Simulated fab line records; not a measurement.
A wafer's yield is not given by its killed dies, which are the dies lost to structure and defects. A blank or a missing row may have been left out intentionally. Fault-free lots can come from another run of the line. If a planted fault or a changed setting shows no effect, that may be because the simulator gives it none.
fab line records -- flow sky130
record: lots: 6, wafers: 18, lastDay: 50
route steps=708 shown VIA2@516 METAL3@532 PAD_OPEN@708
lots that met no fault: from a run of the same line without faults
startH: hours from the record's first day to the start of the lot's first wafer shown -- waitH: time in hours since the lot's previous step -- " unchanged from the row above -- L1.1+2: a row that stands for several wafers -- - no value present, or no start provided -- * or withheld: withheld -- < > ~ a bound
route shown NAME@n: a module of which the file shows steps, and the number in the route of the first -- usual: average and standard deviation across the fault-free wafers -- same: alike in all rows -- chamber/n: place in a boat -- sites: readings site by site -- _std_site: the values' standard deviation -- _edge_site: the outer-site mean with the inner-site mean subtracted -- radiusMm: for every site, how far away it sits from the centre of the wafer -- mask NAME#n: copy n -- behind: the most recent tool/chamber to have shaped the wafer -- hold: the reason the lot was held/the length of the hold in hours/how it ended -- device: whichever transistor did not switch (one of n, p or np) -- end of line: tests run on the same wafers once the route is complete -- for a step that has no rows: nothing shown but its recipe -- killed: dies that structure and defects cost at the first sort, which is not the same as the wafer's yield -- map: dies across one wafer; x = killed, . = not, _ = none there
set.NAME: the setting the step ran with; set.NAME@STEP: the setting that earlier step ran with -- model.NAME: the simulator's own value behind a step, which no gauge read
a table for each step, a row for each wafer; lots at some steps of the route
services: the hour from which a tool's chamber was out of use, counted from the record's first day as startH (under 0 if before that day), plus the number of hours and why
== steps ==
step: SKY_VIA2_EXPOSE_09
recipe: maskId: VIM2, na: 0.8, sourceShape: annular, sigmaInner: 0.55, sigmaOuter: 0.85, targetCdNm: 200, doseMj: 38
step: SKY_VIA2_PEB_10
recipe: pebTempC: withheld, pebTimeS: withheld, resist: KrF-thick
step: SKY_VIA2_DEVELOP_11
recipe: developTimeS: 60, resist: KrF-thick, devTempC: 21
step: SKY_VIA2_CD_MEAS_12
recipe: targetCdNm: 200
usual: cdNm: 199.6/1.3
lot.wafer,tool,chamber,startH,waitH,cdNm
L856.2,cdSem-01,-,843.68,-,197.1
L856.4,cdSem-01,-,843.68,-,198.0
L856.6,cdSem-01,-,843.68,-,197.9
L858.2,cdSem-01,-,861.33,-,201.5
L858.3,cdSem-01,-,861.33,-,200.9
L858.6,cdSem-01,-,861.33,-,201.5
L869.1,cdSem-02,-,957.86,-,198.9
L869.2,cdSem-02,-,957.86,-,197.9
L869.3,cdSem-02,-,957.86,-,198.8
L871.1,cdSem-01,-,965.36,-,200.0
L871.3,cdSem-01,-,965.36,-,199.6
L871.4,cdSem-01,-,965.36,-,199.8
L872.2,cdSem-01,-,973.39,-,199.4
L872.4,cdSem-01,-,973.39,-,198.1
L872.6,cdSem-01,-,973.39,-,198.7
L875.2,cdSem-01,-,1000.44,-,199.3
L875.5,cdSem-01,-,1000.44,-,200.6
L875.6,cdSem-01,-,1000.44,-,201.0
step: SKY_VIA2_OVL_MEAS_13
usual: VIA2_OVL: -1/5
lot.wafer,tool,chamber,startH,waitH,VIA2_OVL[nm]
L856.2,overlay-01,-,843.78,0.1,-5
L856.4,overlay-01,-,843.78,0.1,-1
L856.6,overlay-01,-,843.78,0.1,-4
L858.2,overlay-02,-,861.43,0.1,-1
L858.3,overlay-02,-,861.43,0.1,-2
L858.6,overlay-02,-,861.43,0.1,5
L869.1,overlay-01,-,957.98,0.1,0
L869.2,overlay-01,-,957.98,0.1,-9
L869.3,overlay-01,-,957.98,0.1,3
L871.1,overlay-02,-,965.48,0.1,-7
L871.3,overlay-02,-,965.48,0.1,-7
L871.4,overlay-02,-,965.48,0.1,4
L872.2,overlay-01,-,973.50,0.1,-5
L872.4,overlay-01,-,973.50,0.1,2
L872.6,overlay-01,-,973.50,0.1,-3
L875.2,overlay-01,-,1000.55,0.1,-4
L875.5,overlay-01,-,1000.55,0.1,-11
L875.6,overlay-01,-,1000.55,0.1,5
step: SKY_VIA2_ETCH_14
recipe: chemistry: N2/H2, target: BARC, ionEnergyEv: 200, sourceW: 500, biasW: 100, pressureMtorr: 30, n2FlowSccm: 100, h2FlowSccm: 200, stopOn: SiO2, timeS: 45.9, targetDepthA: 600
usual: drypumpMotorCurrentA: 5.7/0.43, oesProductAu: 0.855/0.0053, throttleValvePct: 13.226/0.0095
lot.wafer,tool,chamber,startH,waitH,drypumpMotorCurrentA,oesProductAu,rfHoursCounterH,throttleValvePct
L856.2,rieDiel-01,2,843.81,0.0,5.2,0.846,17,13.227
L856.4,rieDiel-01,0,843.81,0.0,5.4,0.849,10,13.230
L856.6,rieDiel-01,0,843.81,0.0,5.4,0.851,-,13.231
L858.2,rieDiel-01,0,861.46,0.0,5.4,0.849,11,13.235
L858.3,rieDiel-01,3,861.46,0.0,5.7,0.852,13,13.217
L858.6,rieDiel-01,2,861.46,0.0,5.1,0.854,-,13.210
L869.1,rieDiel-01,1,958.01,0.0,5.9,0.859,20,13.231
L869.2,rieDiel-01,3,958.01,0.0,5.6,0.846,16,13.225
L869.3,rieDiel-01,0,958.01,0.0,5.4,0.849,14,13.232
L871.1,rieDiel-04,0,965.51,0.0,4.9,0.857,14,13.230
L871.3,rieDiel-04,1,965.51,0.0,5.7,0.857,12,13.241
L871.4,rieDiel-04,3,965.51,0.0,6.7,0.857,18,13.224
L872.2,rieDiel-03,1,973.53,0.0,5.7,0.860,5,13.230
L872.4,rieDiel-03,2,973.53,0.0,5.4,0.858,6,13.250
L872.6,rieDiel-03,0,973.53,0.0,5.9,0.865,-,13.234
L875.2,rieDiel-03,1,1000.58,0.0,5.7,0.852,6,13.215
L875.5,rieDiel-03,3,1000.58,0.0,5.8,0.852,-,13.225
L875.6,rieDiel-03,0,1000.58,0.0,5.9,0.850,-,13.218
step: SKY_VIA2_ETCH_15
recipe: target: SiO2, chemistry: C4F8/O2/Ar, targetDepthNm: 546, stopOn: TiN, maskMaterial: KrF-thick, sourceW: 1500, biasW: 1200, pressureMtorr: 40, c4f8FlowSccm: withheld, O2_flow_sccm: 6, Ar_flow_sccm: 300, timeS: 84
usual: oesProductAu: 0.939/0.0044
lot.wafer,tool,chamber,startH,waitH,oesProductAu,rfHoursCounterH
L856.2,rieDiel-01,2,843.85,0.0,0.945,17
L856.4,rieDiel-01,0,843.85,0.0,0.938,10
L856.6,rieDiel-01,0,843.85,0.0,0.938,-
L858.2,rieDiel-01,0,861.50,0.0,0.937,11
L858.3,rieDiel-01,3,861.50,0.0,0.937,13
L858.6,rieDiel-01,2,861.50,0.0,0.940,-
L869.1,rieDiel-01,1,958.06,0.0,0.941,20
L869.2,rieDiel-01,3,958.06,0.0,0.945,16
L869.3,rieDiel-01,0,958.06,0.0,0.942,14
L871.1,rieDiel-04,0,965.56,0.0,0.933,14
L871.3,rieDiel-04,1,965.56,0.0,0.936,12
L871.4,rieDiel-04,3,965.56,0.0,0.944,18
L872.2,rieDiel-03,1,973.57,0.0,0.938,5
L872.4,rieDiel-03,2,973.57,0.0,0.943,6
L872.6,rieDiel-03,0,973.57,0.0,0.947,-
L875.2,rieDiel-03,1,1000.62,0.0,0.948,6
L875.5,rieDiel-03,3,1000.62,0.0,0.934,-
L875.6,rieDiel-03,0,1000.62,0.0,0.935,-
step: SKY_VIA2_STRIP_16
recipe: chemistry: O2/N2, powerW: 1400, pressureMtorr: 1500, platenTempC: withheld, o2FlowSccm: 3000, n2FlowSccm: 300, overashFraction: 0.5
usual: drypumpMotorCurrentA: 5.4/0.38, o2FlowSccm: 2999/8.5, oesProductAu: 0.398/0.0053, stripTimeToEndpointS: 4.044/0.021
lot.wafer,tool,chamber,startH,waitH,drypumpMotorCurrentA,o2FlowSccm,oesProductAu,rfHoursCounterH,stripTimeToEndpointS
L856.2,plasmaAsher-04,0,843.92,0.0,5.9,3001,0.401,10,3.984
L856.4,plasmaAsher-04,0,843.92,0.0,5.8,3007,0.397,-,4.014
L856.6,plasmaAsher-04,0,843.92,0.0,5.9,2995,0.387,-,4.030
L858.2,plasmaAsher-02,1,861.57,0.0,4.7,2985,0.402,45,4.071
L858.3,plasmaAsher-02,1,861.57,0.0,4.7,3002,0.402,-,4.061
L858.6,plasmaAsher-02,0,861.57,0.0,5.7,3005,0.392,-,4.014
L869.1,plasmaAsher-01,1,958.12,0.0,5.3,2983,0.392,85,4.017
L869.2,plasmaAsher-01,0,958.12,0.0,5.4,3016,0.398,85,4.047
L869.3,plasmaAsher-01,1,958.12,0.0,5.3,2988,0.403,-,4.050
L871.1,plasmaAsher-01,1,965.62,0.0,5.3,3005,0.396,86,4.036
L871.3,plasmaAsher-01,1,965.62,0.0,5.3,2998,0.402,-,4.032
L871.4,plasmaAsher-01,0,965.62,0.0,5.4,2995,0.397,-,4.031
L872.2,plasmaAsher-01,1,973.63,0.0,5.3,3002,0.402,87,4.027
L872.4,plasmaAsher-01,1,973.63,0.0,5.3,3005,0.406,-,4.044
L872.6,plasmaAsher-01,0,973.63,0.0,5.4,2986,0.398,-,4.054
L875.2,plasmaAsher-02,0,1000.68,0.0,5.7,2993,0.395,56,3.998
L875.5,plasmaAsher-02,0,1000.68,0.0,5.7,2993,0.396,-,4.024
L875.6,plasmaAsher-02,1,1000.68,0.0,4.7,2995,0.394,-,4.059
step: SKY_VIA2_STRIP_17
recipe: chemistry: postEtchResidueRemover, timeS: 1200, tempC: 72.5
step: SKY_VIA2_CLEAN_18
recipe: chemistry: IPA, timeS: 180, tempC: 25
step: SKY_VIA2_CLEAN_19
recipe: chemistry: O3/DIW, dry: n2Spin
step: SKY_VIA2_SPUTTER_20
recipe: material: TiN, targetThkNm: 20, chamberPressurePa: 5, powerW: 4000, timeS: 80
usual: throttleValvePct: 29.5/0.71
lot.wafer,tool,chamber,startH,waitH,throttleValvePct
L856.2,pvdSputter-01,-,844.51,0.0,28.9
L856.4,pvdSputter-01,-,844.51,0.0,30.6
L856.6,pvdSputter-01,-,844.51,0.0,29.5
L858.2,pvdSputter-03,-,862.16,0.0,29.5
L858.3,pvdSputter-03,-,862.16,0.0,29.9
L858.6,pvdSputter-03,-,862.16,0.0,29.1
L869.1,pvdSputter-03,-,958.74,0.0,28.8
L869.2,pvdSputter-03,-,958.74,0.0,29.6
L869.3,pvdSputter-03,-,958.74,0.0,29.6
L871.1,pvdSputter-02,-,966.21,0.0,29.7
L871.3,pvdSputter-02,-,966.21,0.0,29.2
L871.4,pvdSputter-02,-,966.21,0.0,29.5
L872.2,pvdSputter-02,-,974.23,0.0,29.1
L872.4,pvdSputter-02,-,974.23,0.0,29.6
L872.6,pvdSputter-02,-,974.23,0.0,30.0
L875.2,pvdSputter-01,-,1001.32,0.0,30.6
L875.5,pvdSputter-01,-,1001.32,0.0,28.5
L875.6,pvdSputter-01,-,1001.32,0.0,30.7
step: SKY_VIA2_CVD_21
recipe: material: W, targetThkNm: 420, timeS: 126.4, tempC: 400, pressureTorr: 40
usual: heaterPowerW: 850/55
lot.wafer,tool,chamber,startH,waitH,heaterPowerW,model.W_of_VIA2_CVD_21.thkNm
L856.2,cvdW-02,0,844.57,0.0,889,422.3
L856.4,cvdW-02,1,844.57,0.0,820,428.1
L856.6,cvdW-02,0,844.57,0.0,880,422.1
L858.2,cvdW-01,0,862.22,0.0,775,416.4
L858.3,cvdW-01,0,862.22,0.0,771,416.2
L858.6,cvdW-01,0,862.22,0.0,769,423.5
L869.1,cvdW-01,1,958.80,0.0,847,423.1
L869.2,cvdW-01,0,958.80,0.0,761,540.2
L869.3,cvdW-01,1,958.80,0.0,867,419.5
L871.1,cvdW-01,0,966.27,0.0,724,534.7
L871.3,cvdW-01,1,966.27,0.0,862,424.6
L871.4,cvdW-01,0,966.27,0.0,749,537.8
L872.2,cvdW-02,1,974.29,0.0,835,425.2
L872.4,cvdW-02,1,974.29,0.0,852,427.9
L872.6,cvdW-02,1,974.29,0.0,850,425
L875.2,cvdW-02,0,1001.38,0.0,900,427.2
L875.5,cvdW-02,0,1001.38,0.0,903,429.1
L875.6,cvdW-02,1,1001.38,0.0,829,426.5
step: SKY_VIA2_RS_MEAS_22
recipe: thkMeasGauge: four-point-probe, reads: W_of_VIA2_CVD_21+TiN_of_VIA2_SPUTTER_20
usual: VIA2_W_RS: 0.272/0.0038
lot.wafer,tool,chamber,startH,waitH,VIA2_W_RS[ohm/sq]
L856.2,filmMetro-04,-,844.73,0.1,0.271
L856.4,filmMetro-04,-,844.73,0.1,0.267
L856.6,filmMetro-04,-,844.73,0.1,0.272
L858.2,filmMetro-04,-,862.37,0.1,0.275
L858.3,filmMetro-04,-,862.37,0.1,0.275
L858.6,filmMetro-04,-,862.37,0.1,0.271
L869.1,filmMetro-02,-,958.93,0.1,0.271
L869.2,filmMetro-02,-,958.93,0.1,0.212
L869.3,filmMetro-02,-,958.93,0.1,0.273
L871.1,filmMetro-01,-,966.40,0.1,0.214
L871.3,filmMetro-01,-,966.40,0.1,0.270
L871.4,filmMetro-01,-,966.40,0.1,0.213
L872.2,filmMetro-01,-,974.44,0.1,0.270
L872.4,filmMetro-01,-,974.44,0.1,0.268
L872.6,filmMetro-01,-,974.44,0.1,0.270
L875.2,filmMetro-01,-,1001.53,0.1,0.268
L875.5,filmMetro-01,-,1001.53,0.1,0.268
L875.6,filmMetro-01,-,1001.53,0.1,0.269
step: SKY_VIA2_THK_MEAS_23
recipe: thkMeasGauge: xrf, reads: W_of_VIA2_CVD_21
usual: VIA2_W_THK: 440/8.9
lot.wafer,tool,chamber,startH,waitH,VIA2_W_THK[nm]
L856.2,filmMetro-04,-,844.84,0.1,434
L856.4,filmMetro-04,-,844.84,0.1,440
L856.6,filmMetro-04,-,844.84,0.1,436
L858.2,filmMetro-04,-,862.48,0.1,426
L858.3,filmMetro-04,-,862.48,0.1,430
L858.6,filmMetro-04,-,862.48,0.1,435
L869.1,filmMetro-02,-,959.05,0.1,445
L869.2,filmMetro-02,-,959.05,0.1,-
L869.3,filmMetro-02,-,959.05,0.1,437
L871.1,filmMetro-01,-,966.52,0.1,568
L871.3,filmMetro-01,-,966.52,0.1,444
L871.4,filmMetro-01,-,966.52,0.1,-
L872.2,filmMetro-01,-,974.55,0.1,443
L872.4,filmMetro-01,-,974.55,0.1,448
L872.6,filmMetro-01,-,974.55,0.1,443
L875.2,filmMetro-01,-,1001.64,0.1,442
L875.5,filmMetro-01,-,1001.64,0.1,445
L875.6,filmMetro-01,-,1001.64,0.1,442
step: SKY_VIA2_CMP_24
recipe: stopOn: SiO2, tOverpolishS: 20, downForcePsi: 3.5, platenRpm: 60, targetThkNm: 0, padVelocityMS: 0.94248
usual: headPressurePsi: 3.500/0.0078, motorCurrentA: 10.7/0.67, slurryFlowMlMin: 150.0/0.47, timeToEndpointS: 101/3.4
lot.wafer,tool,chamber,startH,waitH,headPressurePsi,motorCurrentA,slurryFlowMlMin,timeToEndpointS
L856.4,cmp-02,1,844.94,0.1,3.510,10.2,149.1,97
L856.2,cmp-02,3,844.94,0.1,3.500,10.0,149.7,98
L856.6,cmp-02,1,844.94,0.1,3.497,10.7,150.0,100
L858.2,cmp-01,3,862.58,0.1,3.488,11.2,150.0,102
L858.3,cmp-01,1,862.58,0.1,3.495,10.4,149.4,101
L858.6,cmp-01,2,862.58,0.1,3.502,12.0,149.5,102
L869.1,cmp-01,2,959.18,0.1,3.503,12.0,150.5,105
L869.3,cmp-01,3,959.18,0.1,3.496,11.0,149.8,104
L869.2,cmp-01,1,959.18,0.1,3.503,10.8,150.2,137
L871.1,cmp-02,2,967.04,0.5,3.502,11.0,150.1,125
L871.4,cmp-02,3,967.04,0.5,3.497,10.0,150.1,130
L871.3,cmp-02,1,967.04,0.5,3.508,10.6,149.8,96
L872.4,cmp-01,0,974.72,0.1,3.491,9.6,149.7,99
L872.2,cmp-01,2,974.72,0.1,3.496,11.5,149.5,106
L872.6,cmp-01,3,974.72,0.1,3.503,11.7,149.9,106
L875.2,cmp-02,1,1001.84,0.2,3.498,10.9,150.1,103
L875.5,cmp-02,2,1001.84,0.2,3.504,10.8,149.3,104
L875.6,cmp-02,3,1001.84,0.2,3.484,9.8,150.0,107
step: SKY_METAL3_SPUTTER_00
recipe: material: Ti, targetThkNm: 15, powerW: 3000, timeS: 10, chamberPressurePa: 0.4
usual: throttleValvePct: 29.4/0.8
lot.wafer,tool,chamber,startH,waitH,throttleValvePct
L856.2,pvdSputter-02,-,845.19,0.1,28.3
L856.4,pvdSputter-02,-,845.19,0.1,29.8
L856.6,pvdSputter-02,-,845.19,0.1,29.6
L858.2,pvdSputter-02,-,862.83,0.2,28.2
L858.3,pvdSputter-02,-,862.83,0.2,29.8
L858.6,pvdSputter-02,-,862.83,0.2,30.1
L869.1,pvdSputter-01,-,959.48,0.2,29.5
L869.2,pvdSputter-01,-,959.48,0.2,28.8
L869.3,pvdSputter-01,-,959.48,0.2,30.7
L871.1,pvdSputter-01,-,967.34,0.2,29.4
L871.3,pvdSputter-01,-,967.34,0.2,28.4
L871.4,pvdSputter-01,-,967.34,0.2,29.1
L872.2,pvdSputter-04,-,974.97,0.1,29.8
L872.4,pvdSputter-04,-,974.97,0.1,31.2
L872.6,pvdSputter-04,-,974.97,0.1,29.8
L875.2,pvdSputter-02,-,1001.99,0.1,29.9
L875.5,pvdSputter-02,-,1001.99,0.1,28.1
L875.6,pvdSputter-02,-,1001.99,0.1,29.2
step: SKY_PAD_OPEN_PROBE_99
usual: defectLimitedYield: 82.4/1.8, killed_at_M0_to_M3: 43/7.8, killed_at_M4_up: 3.2/1.7, killedAtContacts: 24/5.2, killedAtFrontEnd: 15/4.5, killedAtOther: 0.4/0.65, killedDies: 87/9.1, killedOpen: 47/7.3, killedShort: 40/6.5, sort_bin_3_pad_short: 0.9/0.46, sort_bin_5_function: 10.4/1.5, sort_bin_6_memory: 6.3/1, sortNPass: 405/9.1, sortYieldPct: 82.4/1.8
same: grossDies: 492, killedAtBackSide: 0, sort_bin_4_leakage[%]: 0, sort_bin_8_speed[%]: 0
lot.wafer,tool,chamber,startH,waitH,defectLimitedYield[%],killed_at_M0_to_M3,killed_at_M4_up,killedAtContacts,killedAtFrontEnd,killedAtOther,killedDies,killedOpen,killedShort,sort_bin_3_pad_short[%],sort_bin_5_function[%],sort_bin_6_memory[%],sortNPass,sortYieldPct[%]
L856.2,prober-02,-,1070.28,0.1,79.9,62,4,19,13,1,99,56,43,0.8,13.2,6.1,393,79.9
L856.4,prober-02,-,1070.38,0.2,83.1,44,0,20,19,0,83,51,32,0.4,10.2,6.3,409,83.1
L856.6,prober-02,-,1070.48,0.2,78.3,45,5,34,23,0,107,54,53,1.4,13.6,6.7,385,78.3
L858.2,prober-02,-,1084.66,0.1,84.3,39,2,21,14,1,77,45,32,0.2,10.2,5.3,415,84.3
L858.3,prober-02,-,1084.71,0.2,82.9,35,5,28,16,0,84,42,41,1.4,8.3,7.3,408,82.9
L858.6,prober-02,-,1084.86,0.2,84.8,34,4,21,16,0,75,37,37,0.4,10.2,4.7,417,84.8
L871.1,prober-01,-,1169.18,0.1,81.9,44,3,27,15,0,89,53,36,0.4,10.6,7.1,403,81.9
L871.3,prober-01,-,1169.28,0.2,81.7,43,5,23,19,0,90,45,45,1.0,11.6,5.7,402,81.7
L871.4,prober-01,-,1169.33,0.2,80.7,54,1,22,18,0,95,45,50,1.2,11.0,7.1,397,80.7
L872.2,prober-01,-,1174.43,0.1,82.7,33,5,28,19,0,85,48,37,0.6,10.0,6.7,407,82.7
L872.4,prober-01,-,1174.53,0.2,85.6,38,3,22,8,0,71,31,40,0.6,8.9,4.9,421,85.6
L872.6,prober-01,-,1174.63,0.2,83.7,31,4,24,21,0,80,43,36,0.8,8.5,6.9,412,83.7
L875.2,prober-01,-,1192.71,0.1,87.6,28,0,21,9,3,61,32,26,0.2,8.7,3.5,431,87.6
L875.5,prober-01,-,1192.86,0.2,81.9,45,4,26,14,0,89,41,48,0.4,10.8,6.9,403,81.9
L875.6,prober-01,-,1192.91,0.2,82.9,56,2,16,10,0,84,42,42,0.4,10.4,6.3,408,82.9
killed by level:class
L856.2 VIA2:geometricParticle:open=11 VIA3:geometricParticle:open=11 VIA1:geometricParticle:open=9 METAL1:geometricParticle:short=9 VIA1:geometricParticle:short=6 FIELD_ISO:geometricParticle:open=5 LI_CONTACT:geometricParticle:open=5 LOCAL_INTERCONNECT:geometricParticle:short=5
L856.4 VIA3:geometricParticle:open=11 CONTACT:geometricParticle:open=9 POLY_GATE:geometricParticle:open=8 VIA1:geometricParticle:open=8 VIA1:geometricParticle:short=5 VIA2:geometricParticle:short=4 METAL2:geometricParticle:short=4 VIA2:geometricParticle:open=4
L856.6 VIA1:geometricParticle:open=13 LI_CONTACT:geometricParticle:open=10 CONTACT:geometricParticle:open=10 CONTACT:geometricParticle:short=8 POLY_GATE:geometricParticle:short=8 FIELD_ISO:geometricParticle:short=7 VIA1:geometricParticle:short=7 VIA3:geometricParticle:open=6
L858.2 CONTACT:geometricParticle:open=10 METAL1:geometricParticle:short=9 VIA1:geometricParticle:open=7 VIA2:geometricParticle:open=6 LI_CONTACT:geometricParticle:open=5 VIA3:geometricParticle:open=5 FIELD_ISO:geometricParticle:short=4 POLY_GATE:geometricParticle:open=4
L858.3 CONTACT:geometricParticle:open=10 CONTACT:geometricParticle:short=9 POLY_GATE:geometricParticle:short=7 VIA3:geometricParticle:short=7 VIA3:geometricParticle:open=6 VIA2:geometricParticle:open=6 LI_CONTACT:geometricParticle:open=5 VIA1:geometricParticle:open=5
L858.6 METAL1:geometricParticle:short=10 CONTACT:geometricParticle:open=8 LI_CONTACT:geometricParticle:open=6 FIELD_ISO:geometricParticle:open=5 CONTACT:geometricParticle:short=5 VIA2:geometricParticle:open=5 POLY_GATE:geometricParticle:short=4 VIA1:geometricParticle:open=4
L871.1 VIA1:geometricParticle:open=13 VIA2:geometricParticle:open=11 CONTACT:geometricParticle:open=9 FIELD_ISO:geometricParticle:short=6 LI_CONTACT:geometricParticle:open=6 VIA1:geometricParticle:short=6 CONTACT:geometricParticle:short=5 VIA3:geometricParticle:open=4
L871.3 VIA1:geometricParticle:open=14 CONTACT:geometricParticle:open=8 METAL2:geometricParticle:short=8 CONTACT:geometricParticle:short=6 LI_CONTACT:geometricParticle:open=5 VIA3:geometricParticle:open=5 VIA1:geometricParticle:short=5 VIA3:geometricParticle:short=5
L871.4 CONTACT:geometricParticle:open=11 METAL2:geometricParticle:short=11 VIA1:geometricParticle:short=9 VIA3:geometricParticle:open=8 FIELD_ISO:geometricParticle:open=6 METAL1:geometricParticle:short=6 VIA1:geometricParticle:open=6 VIA2:geometricParticle:open=5
L872.2 VIA1:geometricParticle:open=10 LOCAL_INTERCONNECT:geometricParticle:short=9 LI_CONTACT:geometricParticle:open=8 CONTACT:geometricParticle:open=8 POLY_GATE:geometricParticle:open=7 POLY_GATE:geometricParticle:short=4 VIA2:geometricParticle:open=4 VIA3:geometricParticle:short=4
L872.4 CONTACT:geometricParticle:open=8 VIA2:geometricParticle:short=6 METAL2:geometricParticle:short=6 VIA1:geometricParticle:short=5 VIA1:geometricParticle:open=5 LI_CONTACT:geometricParticle:open=4 LI_CONTACT:geometricParticle:short=4 VIA3:geometricParticle:open=4
L872.6 LI_CONTACT:geometricParticle:open=8 CONTACT:geometricParticle:open=8 VIA2:geometricParticle:open=6 POLY_GATE:geometricParticle:open=5 METAL1:geometricParticle:short=5 POLY_GATE:geometricParticle:short=4 VIA1:geometricParticle:open=4 METAL4:geometricParticle:short=4
L875.2 CONTACT:geometricParticle:open=9 VIA1:geometricParticle:open=7 VIA2:geometricParticle:open=6 VIA3:geometricParticle:short=5 METAL2:geometricParticle:short=4 FIELD_ISO:geometricParticle:short=3 VIA1:geometricParticle:short=3 LI_CONTACT:geometricParticle:short=3
L875.5 CONTACT:geometricParticle:open=12 VIA1:geometricParticle:open=8 METAL2:geometricParticle:short=8 CONTACT:geometricParticle:short=7 METAL1:geometricParticle:short=7 FIELD_ISO:geometricParticle:short=5 LI_CONTACT:geometricParticle:open=5 VIA3:geometricParticle:short=5
L875.6 VIA1:geometricParticle:open=11 VIA2:geometricParticle:short=9 VIA2:geometricParticle:open=9 VIA3:geometricParticle:open=6 POLY_GATE:geometricParticle:short=5 VIA1:geometricParticle:short=5 CONTACT:geometricParticle:short=5 CONTACT:geometricParticle:open=5
== services ==
tool,chamber,startH,hours,kind
rieDiel-04,-,839.80,2.8,pm
pvdSputter-03,-,841.88,4.9,repair
cmp-01,-,865.34,0.4,repair
rieDiel-04,1,866.37,7.2,repair
pvdSputter-01,-,867.85,1.5,repair
plasmaAsher-01,-,879.00,2.3,repair
pvdSputter-01,-,883.75,1.2,repair
rieDiel-03,1,888.60,10.9,repair
rieDiel-04,0,895.37,4.6,repair
cmp-01,-,897.77,2.9,repair
cvdW-01,-,898.18,6.0,pm
rieDiel-04,2,900.68,3.8,repair
plasmaAsher-02,-,903.23,1.2,repair
cvdW-01,-,904.18,14.0,pm
cmp-02,-,912.00,4.0,pm
pvdSputter-02,-,920.56,5.9,repair
cvdW-01,-,937.25,0.7,repair
cmp-02,-,940.30,20.5,pm
rieDiel-01,2,947.22,28.2,repair
rieDiel-01,-,960.00,0.8,repair
cmp-01,-,960.99,6.4,pm
cmp-02,-,962.09,1.8,repair
cvdW-02,-,969.65,1.5,repair
cmp-02,-,973.89,1.0,repair
== key ==
firstSign: step: SKY_VIA2_RS_MEAS_22, reading: VIA2_W_RS, direction: down, sigmas: 16, usual: 0.272, struck: 0.213
effect: step: SKY_VIA2_THK_MEAS_23, reading: VIA2_W_THK, direction: missing
effect: step: SKY_VIA2_CMP_24, reading: timeToEndpointS, direction: up, sigmas: 8.6, usual: *, struck: *
modelEffect: step: SKY_VIA2_CVD_21, value: W_of_VIA2_CVD_21.thkNm, without: 416.7, struck: 537.6
metAt SKY_VIA2_CVD_21
struckWafers L869.2,L871.1,L871.4
onsetBetween 862.22 958.80
fault: kind: processParameterDrift, tool: cvdW-01, chamber: 0, onsetH: 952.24, steps: SKY_VIA2_CVD_21, channel: targetThkNm, offset: 120.29, shape: step, endH: 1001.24, actsIn: theseRecipesOnly, stated: 420
